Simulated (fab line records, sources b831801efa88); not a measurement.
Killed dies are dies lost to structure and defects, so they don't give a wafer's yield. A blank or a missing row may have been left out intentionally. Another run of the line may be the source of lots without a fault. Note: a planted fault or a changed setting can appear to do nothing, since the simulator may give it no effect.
fab line records :: flow sfq-line
record
  lots=14
  wafers=42
  last-day=78
route steps=325 shown I7@297
lots that met no fault: taken from a fault-free run of the same line
start-h: the number of hours between the record's first day and the start of the first shown wafer of the lot :: wait-h: time in hours since the lot's previous step :: " identical to the entry in the row above :: L1.1+2: a single row standing in for several wafers :: - value missing, or start not given :: * or withheld: withheld :: < > ~ a bound
route shown NAME@n: NAME is a module with steps in the file, n the number in the route of the first one :: usual: mean/standard deviation taken from wafers without a fault :: same: alike in all rows :: chamber/n: place in a boat :: sites: readings site by site :: _std_site: how widely they spread, as a standard deviation :: _edge_site: inner sites' mean taken away from outer sites' mean :: radius-mm: how far each site lies from the wafer's centre :: mask NAME#n: copy n :: behind: tool/chamber where the wafer was last shaped :: hold: why the lot went on hold/how many hours it stayed there/how the hold came to an end :: device: transistor that didn't switch, given as n, p or np :: end of line: the same wafers' tests at the end of the route :: a step without rows: its recipe alone :: killed: dies lost to structure and defects at the first sort, not the wafer's yield :: map: a wafer's dies, marking killed ones x, the rest . and places with no die _
set.NAME: the setting that was run; set.NAME@STEP: the one run at that earlier step :: model.NAME: the simulator's own value behind a step, which no gauge read
a sample of lots followed through the steps of the route, with each step as a table and each wafer as a row
services: when a tool's chamber went out of use (start-h, in hours from the record's first day, below 0 if earlier), for how many hours, and the reason
## steps
# step SFQ_TRILAYER_I7_CMP_CMP_184
# recipe
  material=SiO2
  down-force-psi=3
  platen-rpm=60
  pad-velocity-m-s=0.94248
# usual
  head-pressure-psi=3.000/0.0066
  motor-current-A=10.6/1
  platen-rpm=60.00/0.037
  time-to-endpoint-s=212/7.8
lot.wafer: L887.2
tool: cmp-02
chamber: 0
start-h: 1509.46
wait-h: 31.4
head-pressure-psi: 2.986
motor-current-A: 9.7
platen-rpm: 60.08
time-to-endpoint-s: 213

lot.wafer: L887.1
tool: cmp-02
chamber: 2
start-h: 1510.46
wait-h: 32.4
head-pressure-psi: 3.002
motor-current-A: 9.6
platen-rpm: 60.02
time-to-endpoint-s: 216

lot.wafer: L887.6
tool: cmp-02
chamber: 0
start-h: 1511.46
wait-h: 33.4
head-pressure-psi: 2.999
motor-current-A: 9.5
platen-rpm: 60.03
time-to-endpoint-s: 216

lot.wafer: L888.3
tool: cmp-02
chamber: 1
start-h: 1515.96
wait-h: 31.5
head-pressure-psi: 3.004
motor-current-A: 9.7
platen-rpm: 59.96
time-to-endpoint-s: 208

lot.wafer: L888.2
tool: cmp-02
chamber: 3
start-h: 1516.96
wait-h: 32.5
head-pressure-psi: 2.987
motor-current-A: 10.9
platen-rpm: 59.95
time-to-endpoint-s: 200

lot.wafer: L888.6
tool: cmp-02
chamber: 1
start-h: 1517.96
wait-h: 33.5
head-pressure-psi: 3.005
motor-current-A: 9.2
platen-rpm: 60.02
time-to-endpoint-s: 207

lot.wafer: L889.2
tool: cmp-01
chamber: 3
start-h: 1520.60
wait-h: 28.9
head-pressure-psi: 3.009
motor-current-A: 11.0
platen-rpm: 59.97
time-to-endpoint-s: 212

lot.wafer: L889.3
tool: cmp-01
chamber: 0
start-h: 1520.60
wait-h: 28.9
head-pressure-psi: 2.994
motor-current-A: 10.8
platen-rpm: 60.06
time-to-endpoint-s: 205

lot.wafer: L889.6
tool: cmp-01
chamber: 0
start-h: 1523.10
wait-h: 31.4
head-pressure-psi: 2.998
motor-current-A: 10.4
platen-rpm: 59.96
time-to-endpoint-s: 213

lot.wafer: L890.3
tool: cmp-01
chamber: 1
start-h: 1529.60
wait-h: 26.1
head-pressure-psi: 2.998
motor-current-A: 12.7
platen-rpm: 59.96
time-to-endpoint-s: 223

lot.wafer: L890.1
tool: cmp-01
chamber: 2
start-h: 1529.60
wait-h: 26.1
head-pressure-psi: 3.006
motor-current-A: 10.9
platen-rpm: 59.99
time-to-endpoint-s: 200

lot.wafer: L890.2
tool: cmp-01
chamber: 3
start-h: 1529.60
wait-h: 26.1
head-pressure-psi: 3.001
motor-current-A: 10.9
platen-rpm: 60.02
time-to-endpoint-s: 210

lot.wafer: L891.3
tool: cmp-01
chamber: 1
start-h: 1535.60
wait-h: 20.7
head-pressure-psi: 2.999
motor-current-A: 12.6
platen-rpm: 60.01
time-to-endpoint-s: 209

lot.wafer: L891.5
tool: cmp-01
chamber: 1
start-h: 1537.60
wait-h: 22.7
head-pressure-psi: 2.993
motor-current-A: 12.4
platen-rpm: 60.03
time-to-endpoint-s: 217

lot.wafer: L891.6
tool: cmp-01
chamber: 2
start-h: 1537.60
wait-h: 22.7
head-pressure-psi: 2.992
motor-current-A: 11.1
platen-rpm: 60.02
time-to-endpoint-s: 202

lot.wafer: L892.1
tool: cmp-02
chamber: 2
start-h: 1540.22
wait-h: 14.3
head-pressure-psi: 3.005
motor-current-A: 9.9
platen-rpm: 60.01
time-to-endpoint-s: 227

lot.wafer: L892.3
tool: cmp-02
chamber: 3
start-h: 1540.22
wait-h: 14.3
head-pressure-psi: 2.989
motor-current-A: 10.9
platen-rpm: 60.03
time-to-endpoint-s: 209

lot.wafer: L892.6
tool: cmp-02
chamber: 3
start-h: 1542.72
wait-h: 16.8
head-pressure-psi: 2.984
motor-current-A: 11.1
platen-rpm: 60.02
time-to-endpoint-s: 208

lot.wafer: L895.4
tool: cmp-02
chamber: 0
start-h: 1565.37
wait-h: 13.0
head-pressure-psi: 3.011
motor-current-A: 9.3
platen-rpm: 59.93
time-to-endpoint-s: 206

lot.wafer: L895.3
tool: cmp-02
chamber: 1
start-h: 1565.37
wait-h: 13.0
head-pressure-psi: 2.990
motor-current-A: 8.9
platen-rpm: 60.02
time-to-endpoint-s: 210

lot.wafer: L895.2
tool: cmp-02
chamber: 3
start-h: 1566.87
wait-h: 14.5
head-pressure-psi: 3.008
motor-current-A: 10.6
platen-rpm: 59.98
time-to-endpoint-s: 197

lot.wafer: L896.1
tool: cmp-02
chamber: 2
start-h: 1568.37
wait-h: 9.8
head-pressure-psi: 2.983
motor-current-A: 9.7
platen-rpm: 60.06
time-to-endpoint-s: 214

lot.wafer: L896.2
tool: cmp-02
chamber: 0
start-h: 1569.37
wait-h: 10.8
head-pressure-psi: 3.013
motor-current-A: 10.3
platen-rpm: 59.98
time-to-endpoint-s: 209

lot.wafer: L896.6
tool: cmp-02
chamber: 3
start-h: 1570.87
wait-h: 12.2
head-pressure-psi: 2.988
motor-current-A: 10.8
platen-rpm: 60.05
time-to-endpoint-s: 204

lot.wafer: L897.4
tool: cmp-02
chamber: 0
start-h: 1660.10
wait-h: 0.0
head-pressure-psi: 3.008
motor-current-A: 9.6
platen-rpm: 59.97
time-to-endpoint-s: 232

lot.wafer: L897.3
tool: cmp-02
chamber: 1
start-h: 1660.10
wait-h: 0.0
head-pressure-psi: 3.002
motor-current-A: 9.2
platen-rpm: 59.96
time-to-endpoint-s: 217

lot.wafer: L897.6
tool: cmp-02
chamber: 0
start-h: 1662.10
wait-h: 2.0
head-pressure-psi: 3.010
motor-current-A: 10.1
platen-rpm: 60.05
time-to-endpoint-s: 222

lot.wafer: L898.1
tool: cmp-01
chamber: 0
start-h: 1661.30
wait-h: 0.0
head-pressure-psi: 3.003
motor-current-A: 10.7
platen-rpm: 59.99
time-to-endpoint-s: 202

lot.wafer: L898.3
tool: cmp-01
chamber: 3
start-h: 1662.80
wait-h: 1.5
head-pressure-psi: 2.994
motor-current-A: 11.6
platen-rpm: 60.01
time-to-endpoint-s: 196

lot.wafer: L898.5
tool: cmp-01
chamber: 1
start-h: 1663.80
wait-h: 2.5
head-pressure-psi: 3.001
motor-current-A: 13.5
platen-rpm: 60.06
time-to-endpoint-s: 212

lot.wafer: L900.4
tool: cmp-02
chamber: 1
start-h: 1671.30
wait-h: 1.4
head-pressure-psi: 2.999
motor-current-A: 9.1
platen-rpm: 60.04
time-to-endpoint-s: 220

lot.wafer: L900.2
tool: cmp-02
chamber: 2
start-h: 1671.30
wait-h: 1.4
head-pressure-psi: 3.002
motor-current-A: 9.5
platen-rpm: 60.02
time-to-endpoint-s: 217

lot.wafer: L900.6
tool: cmp-02
chamber: 3
start-h: 1671.30
wait-h: 1.4
head-pressure-psi: 3.001
motor-current-A: 11.6
platen-rpm: 60.00
time-to-endpoint-s: 202

lot.wafer: L901.4
tool: cmp-01
chamber: 0
start-h: 1677.56
wait-h: 0.5
head-pressure-psi: 2.999
motor-current-A: 11.1
platen-rpm: 59.98
time-to-endpoint-s: 219

lot.wafer: L901.3
tool: cmp-01
chamber: 1
start-h: 1677.56
wait-h: 0.5
head-pressure-psi: 2.998
motor-current-A: 12.8
platen-rpm: 60.02
time-to-endpoint-s: 214

lot.wafer: L901.1
tool: cmp-01
chamber: 2
start-h: 1677.56
wait-h: 0.5
head-pressure-psi: 3.005
motor-current-A: 10.7
platen-rpm: 60.01
time-to-endpoint-s: 204

lot.wafer: L908.4
tool: cmp-02
chamber: 3
start-h: 1701.48
wait-h: 1.5
head-pressure-psi: 3.003
motor-current-A: 10.7
platen-rpm: 59.99
time-to-endpoint-s: 177

lot.wafer: L908.1
tool: cmp-02
chamber: 1
start-h: 1702.48
wait-h: 2.5
head-pressure-psi: 3.000
motor-current-A: 9.5
platen-rpm: 60.01
time-to-endpoint-s: 172

lot.wafer: L908.5
tool: cmp-02
chamber: 2
start-h: 1702.48
wait-h: 2.5
head-pressure-psi: 3.010
motor-current-A: 9.6
platen-rpm: 60.00
time-to-endpoint-s: 186

lot.wafer: L909.3
tool: cmp-02
chamber: 2
start-h: 1703.98
wait-h: 1.6
head-pressure-psi: 3.009
motor-current-A: 9.7
platen-rpm: 60.01
time-to-endpoint-s: 209

lot.wafer: L909.4
tool: cmp-02
chamber: 3
start-h: 1703.98
wait-h: 1.6
head-pressure-psi: 2.995
motor-current-A: 11.9
platen-rpm: 59.95
time-to-endpoint-s: 163

lot.wafer: L909.6
tool: cmp-02
chamber: 3
start-h: 1706.48
wait-h: 4.0
head-pressure-psi: 2.996
motor-current-A: 10.8
platen-rpm: 59.95
time-to-endpoint-s: 207
# step SFQ_TRILAYER_I7_METRO_MEASURE_185
# usual
  thk-nm=199.8/1.2
lot.wafer: L887.1
tool: film-metro-01
chamber: -
start-h: 1512.58
wait-h: 0.1
thk-nm: 199.4

lot.wafer: L887.2
tool: film-metro-01
chamber: -
start-h: 1512.58
wait-h: 0.1
thk-nm: 199.3

lot.wafer: L887.6
tool: film-metro-01
chamber: -
start-h: 1512.58
wait-h: 0.1
thk-nm: 199.2

lot.wafer: L888.2
tool: film-metro-02
chamber: -
start-h: 1518.78
wait-h: 0.3
thk-nm: 198.2

lot.wafer: L888.3
tool: film-metro-02
chamber: -
start-h: 1518.78
wait-h: 0.3
thk-nm: 199.6

lot.wafer: L888.6
tool: film-metro-02
chamber: -
start-h: 1518.78
wait-h: 0.3
thk-nm: 199.1

lot.wafer: L889.2
tool: film-metro-03
chamber: -
start-h: 1523.92
wait-h: 0.3
thk-nm: 199.6

lot.wafer: L889.3
tool: film-metro-03
chamber: -
start-h: 1523.92
wait-h: 0.3
thk-nm: 200.2

lot.wafer: L889.6
tool: film-metro-03
chamber: -
start-h: 1523.92
wait-h: 0.3
thk-nm: 199.1

lot.wafer: L890.1
tool: film-metro-02
chamber: -
start-h: 1532.72
wait-h: 0.1
thk-nm: 198.4

lot.wafer: L890.2
tool: film-metro-02
chamber: -
start-h: 1532.72
wait-h: 0.1
thk-nm: 200.6

lot.wafer: L890.3
tool: film-metro-02
chamber: -
start-h: 1532.72
wait-h: 0.1
thk-nm: 200.8

lot.wafer: L891.3
tool: film-metro-02
chamber: -
start-h: 1539.12
wait-h: 0.5
thk-nm: 202.2

lot.wafer: L891.5
tool: film-metro-02
chamber: -
start-h: 1539.12
wait-h: 0.5
thk-nm: 200.9

lot.wafer: L891.6
tool: film-metro-02
chamber: -
start-h: 1539.12
wait-h: 0.5
thk-nm: 199.6

lot.wafer: L892.1
tool: film-metro-03
chamber: -
start-h: 1543.34
wait-h: 0.1
thk-nm: 199.9

lot.wafer: L892.3
tool: film-metro-03
chamber: -
start-h: 1543.34
wait-h: 0.1
thk-nm: 197.7

lot.wafer: L892.6
tool: film-metro-03
chamber: -
start-h: 1543.34
wait-h: 0.1
thk-nm: 196.9

lot.wafer: L895.2
tool: film-metro-02
chamber: -
start-h: 1568.69
wait-h: 0.3
thk-nm: 198.2

lot.wafer: L895.3
tool: film-metro-02
chamber: -
start-h: 1568.69
wait-h: 0.3
thk-nm: 200.5

lot.wafer: L895.4
tool: film-metro-02
chamber: -
start-h: 1568.69
wait-h: 0.3
thk-nm: 201.1

lot.wafer: L896.1
tool: film-metro-01
chamber: -
start-h: 1571.49
wait-h: 0.1
thk-nm: 201.1

lot.wafer: L896.2
tool: film-metro-01
chamber: -
start-h: 1571.49
wait-h: 0.1
thk-nm: 201.0

lot.wafer: L896.6
tool: film-metro-01
chamber: -
start-h: 1571.49
wait-h: 0.1
thk-nm: 199.4

lot.wafer: L897.3
tool: film-metro-02
chamber: -
start-h: 1663.62
wait-h: 0.5
thk-nm: 200.0

lot.wafer: L897.4
tool: film-metro-02
chamber: -
start-h: 1663.62
wait-h: 0.5
thk-nm: 200.5

lot.wafer: L897.6
tool: film-metro-02
chamber: -
start-h: 1663.62
wait-h: 0.5
thk-nm: 199.5

lot.wafer: L898.1
tool: film-metro-01
chamber: -
start-h: 1664.42
wait-h: 0.1
thk-nm: 199.2

lot.wafer: L898.3
tool: film-metro-01
chamber: -
start-h: 1664.42
wait-h: 0.1
thk-nm: 198.7

lot.wafer: L898.5
tool: film-metro-01
chamber: -
start-h: 1664.42
wait-h: 0.1
thk-nm: 198.9

lot.wafer: L900.2
tool: film-metro-01
chamber: -
start-h: 1673.62
wait-h: 0.3
thk-nm: 198.8

lot.wafer: L900.4
tool: film-metro-01
chamber: -
start-h: 1673.62
wait-h: 0.3
thk-nm: 200.5

lot.wafer: L900.6
tool: film-metro-01
chamber: -
start-h: 1673.62
wait-h: 0.3
thk-nm: 198.5

lot.wafer: L901.1
tool: film-metro-01
chamber: -
start-h: 1680.18
wait-h: 0.1
thk-nm: 199.3

lot.wafer: L901.3
tool: film-metro-01
chamber: -
start-h: 1680.18
wait-h: 0.1
thk-nm: 200.1

lot.wafer: L901.4
tool: film-metro-01
chamber: -
start-h: 1680.18
wait-h: 0.1
thk-nm: 200.0

lot.wafer: L908.1
tool: film-metro-01
chamber: -
start-h: 1704.10
wait-h: 0.1
thk-nm: 250.6

lot.wafer: L908.4
tool: film-metro-01
chamber: -
start-h: 1704.10
wait-h: 0.1
thk-nm: 248.1

lot.wafer: L908.5
tool: film-metro-01
chamber: -
start-h: 1704.10
wait-h: 0.1
thk-nm: 252.1

lot.wafer: L909.3
tool: film-metro-02
chamber: -
start-h: 1707.50
wait-h: 0.5
thk-nm: 199.7

lot.wafer: L909.4
tool: film-metro-02
chamber: -
start-h: 1707.50
wait-h: 0.5
thk-nm: 248.0

lot.wafer: L909.6
tool: film-metro-02
chamber: -
start-h: 1707.50
wait-h: 0.5
thk-nm: 198.3
# step SFQ_TRILAYER_I7_VIA_ETCH_VIA_ETCH_190
# recipe
  target=SiO2
  stop-on=Nb
  mask-material=PR
  taper-deg=20
  chemistry=CHF3
  target-depth-nm=260
  source-w=500
  bias-w=80
  pressure-mtorr=30
  time-s=withheld
# usual
  drypump-motor-current-A=5.9/0.56
  oes-product-au=0.854/0.0058
lot.wafer: L887.1
tool: rie-diel-01
chamber: 0
start-h: 1606.32
wait-h: 0.0
drypump-motor-current-A: 4.9
oes-product-au: 0.856

lot.wafer: L887.2
tool: rie-diel-01
chamber: 3
start-h: 1606.32
wait-h: 0.0
drypump-motor-current-A: 6.0
oes-product-au: 0.855

lot.wafer: L887.6
tool: rie-diel-01
chamber: 0
start-h: 1606.32
wait-h: 0.0
drypump-motor-current-A: 4.9
oes-product-au: 0.847

lot.wafer: L888.2
tool: rie-diel-03
chamber: 0
start-h: 1612.48
wait-h: 0.0
drypump-motor-current-A: 6.3
oes-product-au: 0.851

lot.wafer: L888.3
tool: rie-diel-03
chamber: 2
start-h: 1612.48
wait-h: 0.0
drypump-motor-current-A: 6.3
oes-product-au: 0.848

lot.wafer: L888.6
tool: rie-diel-03
chamber: 0
start-h: 1612.48
wait-h: 0.0
drypump-motor-current-A: 6.3
oes-product-au: 0.863

lot.wafer: L889.2
tool: rie-diel-03
chamber: 1
start-h: 1618.48
wait-h: 0.0
drypump-motor-current-A: 6.4
oes-product-au: 0.851

lot.wafer: L889.3
tool: rie-diel-03
chamber: 0
start-h: 1618.48
wait-h: 0.0
drypump-motor-current-A: 6.3
oes-product-au: 0.861

lot.wafer: L889.6
tool: rie-diel-03
chamber: 2
start-h: 1618.48
wait-h: 0.0
drypump-motor-current-A: 6.3
oes-product-au: 0.854

lot.wafer: L890.1
tool: rie-diel-01
chamber: 3
start-h: 1626.70
wait-h: 0.0
drypump-motor-current-A: 5.9
oes-product-au: 0.850

lot.wafer: L890.2
tool: rie-diel-01
chamber: 1
start-h: 1626.70
wait-h: 0.0
drypump-motor-current-A: 6.0
oes-product-au: 0.844

lot.wafer: L890.3
tool: rie-diel-01
chamber: 0
start-h: 1626.70
wait-h: 0.0
drypump-motor-current-A: 4.9
oes-product-au: 0.863

lot.wafer: L891.3
tool: rie-diel-03
chamber: 2
start-h: 1632.70
wait-h: 0.0
drypump-motor-current-A: 6.3
oes-product-au: 0.858

lot.wafer: L891.5
tool: rie-diel-03
chamber: 3
start-h: 1632.70
wait-h: 0.0
drypump-motor-current-A: 4.9
oes-product-au: 0.862

lot.wafer: L891.6
tool: rie-diel-03
chamber: 2
start-h: 1632.70
wait-h: 0.0
drypump-motor-current-A: 6.3
oes-product-au: 0.857

lot.wafer: L892.1
tool: rie-diel-01
chamber: 1
start-h: 1638.70
wait-h: 0.0
drypump-motor-current-A: 6.0
oes-product-au: 0.850

lot.wafer: L892.3
tool: rie-diel-01
chamber: 3
start-h: 1638.70
wait-h: 0.0
drypump-motor-current-A: 6.0
oes-product-au: 0.843

lot.wafer: L892.6
tool: rie-diel-01
chamber: 0
start-h: 1638.70
wait-h: 0.0
drypump-motor-current-A: 4.9
oes-product-au: 0.848

lot.wafer: L895.2
tool: rie-diel-01
chamber: 2
start-h: 1670.07
wait-h: 0.0
drypump-motor-current-A: 6.3
oes-product-au: 0.844

lot.wafer: L895.3
tool: rie-diel-01
chamber: 3
start-h: 1670.07
wait-h: 0.0
drypump-motor-current-A: 5.9
oes-product-au: 0.863

lot.wafer: L895.4
tool: rie-diel-01
chamber: 0
start-h: 1670.07
wait-h: 0.0
drypump-motor-current-A: 4.9
oes-product-au: 0.860

lot.wafer: L896.1
tool: rie-diel-03
chamber: 2
start-h: 1673.67
wait-h: 0.0
drypump-motor-current-A: 6.2
oes-product-au: 0.857

lot.wafer: L896.2
tool: rie-diel-03
chamber: 1
start-h: 1673.67
wait-h: 0.0
drypump-motor-current-A: 6.4
oes-product-au: 0.864

lot.wafer: L896.6
tool: rie-diel-03
chamber: 1
start-h: 1673.67
wait-h: 0.0
drypump-motor-current-A: 6.4
oes-product-au: 0.847

lot.wafer: L897.3
tool: rie-diel-01
chamber: 0
start-h: 1754.44
wait-h: 0.0
drypump-motor-current-A: 4.9
oes-product-au: 0.858

lot.wafer: L897.4
tool: rie-diel-01
chamber: 3
start-h: 1754.44
wait-h: 0.0
drypump-motor-current-A: 5.9
oes-product-au: 0.848

lot.wafer: L897.6
tool: rie-diel-01
chamber: 1
start-h: 1754.44
wait-h: 0.0
drypump-motor-current-A: 6.0
oes-product-au: 0.854

lot.wafer: L898.1
tool: rie-diel-03
chamber: 0
start-h: 1756.84
wait-h: 0.0
drypump-motor-current-A: 6.3
oes-product-au: 0.850

lot.wafer: L898.3
tool: rie-diel-03
chamber: 1
start-h: 1756.84
wait-h: 0.0
drypump-motor-current-A: 6.3
oes-product-au: 0.846

lot.wafer: L898.5
tool: rie-diel-03
chamber: 0
start-h: 1756.84
wait-h: 0.0
drypump-motor-current-A: 6.3
oes-product-au: 0.842

lot.wafer: L900.2
tool: rie-diel-03
chamber: 0
start-h: 1762.84
wait-h: 0.0
drypump-motor-current-A: 6.3
oes-product-au: 0.852

lot.wafer: L900.4
tool: rie-diel-03
chamber: 0
start-h: 1762.84
wait-h: 0.0
drypump-motor-current-A: 6.3
oes-product-au: 0.858

lot.wafer: L900.6
tool: rie-diel-03
chamber: 1
start-h: 1762.84
wait-h: 0.0
drypump-motor-current-A: 6.4
oes-product-au: 0.851

lot.wafer: L901.1
tool: rie-diel-01
chamber: 1
start-h: 1767.64
wait-h: 0.0
drypump-motor-current-A: 6.0
oes-product-au: 0.848

lot.wafer: L901.3
tool: rie-diel-01
chamber: 2
start-h: 1767.64
wait-h: 0.0
drypump-motor-current-A: 6.3
oes-product-au: 0.855

lot.wafer: L901.4
tool: rie-diel-01
chamber: 0
start-h: 1767.64
wait-h: 0.0
drypump-motor-current-A: 4.9
oes-product-au: 0.856

lot.wafer: L908.1
tool: rie-diel-01
chamber: 1
start-h: 1790.48
wait-h: 0.0
drypump-motor-current-A: 6.0
oes-product-au: 0.981

lot.wafer: L908.4
tool: rie-diel-01
chamber: 2
start-h: 1790.48
wait-h: 0.0
drypump-motor-current-A: 6.3
oes-product-au: 0.968

lot.wafer: L908.5
tool: rie-diel-01
chamber: 1
start-h: 1790.48
wait-h: 0.0
drypump-motor-current-A: 6.0
oes-product-au: 0.975

lot.wafer: L909.3
tool: rie-diel-03
chamber: 0
start-h: 1792.88
wait-h: 0.0
drypump-motor-current-A: 6.3
oes-product-au: 0.856

lot.wafer: L909.4
tool: rie-diel-03
chamber: 2
start-h: 1792.88
wait-h: 0.0
drypump-motor-current-A: 6.2
oes-product-au: 0.979

lot.wafer: L909.6
tool: rie-diel-03
chamber: 1
start-h: 1792.88
wait-h: 0.0
drypump-motor-current-A: 6.3
oes-product-au: 0.847
## services
tool: rie-diel-01
chamber: 1
start-h: 1496.39
hours: 4.1
kind: repair

tool: film-metro-01
chamber: -
start-h: 1501.96
hours: 1.7
kind: pm

tool: rie-diel-01
chamber: 1
start-h: 1519.49
hours: 3.8
kind: repair

tool: film-metro-01
chamber: -
start-h: 1521.91
hours: 0.6
kind: pm

tool: cmp-01
chamber: -
start-h: 1527.68
hours: 0.8
kind: repair

tool: rie-diel-01
chamber: 0
start-h: 1541.24
hours: 1.7
kind: repair

tool: cmp-01
chamber: -
start-h: 1552.22
hours: 13.4
kind: repair

tool: cmp-02
chamber: -
start-h: 1553.40
hours: 3.0
kind: repair

tool: film-metro-02
chamber: -
start-h: 1554.80
hours: 0.7
kind: pm

tool: film-metro-02
chamber: -
start-h: 1555.85
hours: 0.4
kind: pm

tool: cmp-02
chamber: -
start-h: 1581.50
hours: 7.3
kind: pm

tool: cmp-01
chamber: -
start-h: 1590.60
hours: 3.4
kind: repair

tool: cmp-01
chamber: -
start-h: 1601.38
hours: 4.0
kind: pm

tool: cmp-01
chamber: -
start-h: 1635.19
hours: 0.8
kind: repair

tool: cmp-02
chamber: -
start-h: 1636.67
hours: 5.0
kind: repair

tool: cmp-02
chamber: -
start-h: 1649.16
hours: 0.5
kind: repair

tool: rie-diel-03
chamber: 1
start-h: 1664.96
hours: 7.5
kind: repair

tool: film-metro-02
chamber: -
start-h: 1679.75
hours: 0.4
kind: pm

tool: film-metro-01
chamber: -
start-h: 1681.38
hours: 1.7
kind: pm

tool: rie-diel-01
chamber: -
start-h: 1707.91
hours: 1.4
kind: repair

tool: cmp-02
chamber: -
start-h: 1730.71
hours: 5.9
kind: pm

tool: film-metro-01
chamber: -
start-h: 1747.07
hours: 0.1
kind: pm

tool: film-metro-01
chamber: -
start-h: 1766.91
hours: 0.8
kind: pm

tool: cmp-02
chamber: -
start-h: 1777.64
hours: 4.0
kind: pm
## key
first-sign
  step=SFQ_TRILAYER_I7_CMP_CMP_184
  reading=time-to-endpoint-s
  direction=down
  sigmas=4.7
  usual=*
  struck=*
effect
  step=SFQ_TRILAYER_I7_METRO_MEASURE_185
  reading=thk-nm
  direction=up
  sigmas=41
  usual=199.8
  struck=249.7
effect
  step=SFQ_TRILAYER_I7_VIA_ETCH_VIA_ETCH_190
  reading=oes-product-au
  direction=up
  sigmas=21
  usual=0.854
  struck=0.976
met-at SFQ_TRILAYER_I7_CMP_CMP_184
struck-lots L908,L909
struck-wafers L908.1,L908.4,L908.5,L909.4
onset-between 1671.30 1701.48
fault
  kind=process-parameter-drift
  tool=cmp-02
  chamber=-
  onset-h=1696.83
  steps=SFQ_TRILAYER_I7_CMP_CMP_184
  channel=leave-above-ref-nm
  offset=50
  shape=step
  end-h=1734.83
  scope=struck-wafers-only
  acts-in=these-recipes-only
  stated=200
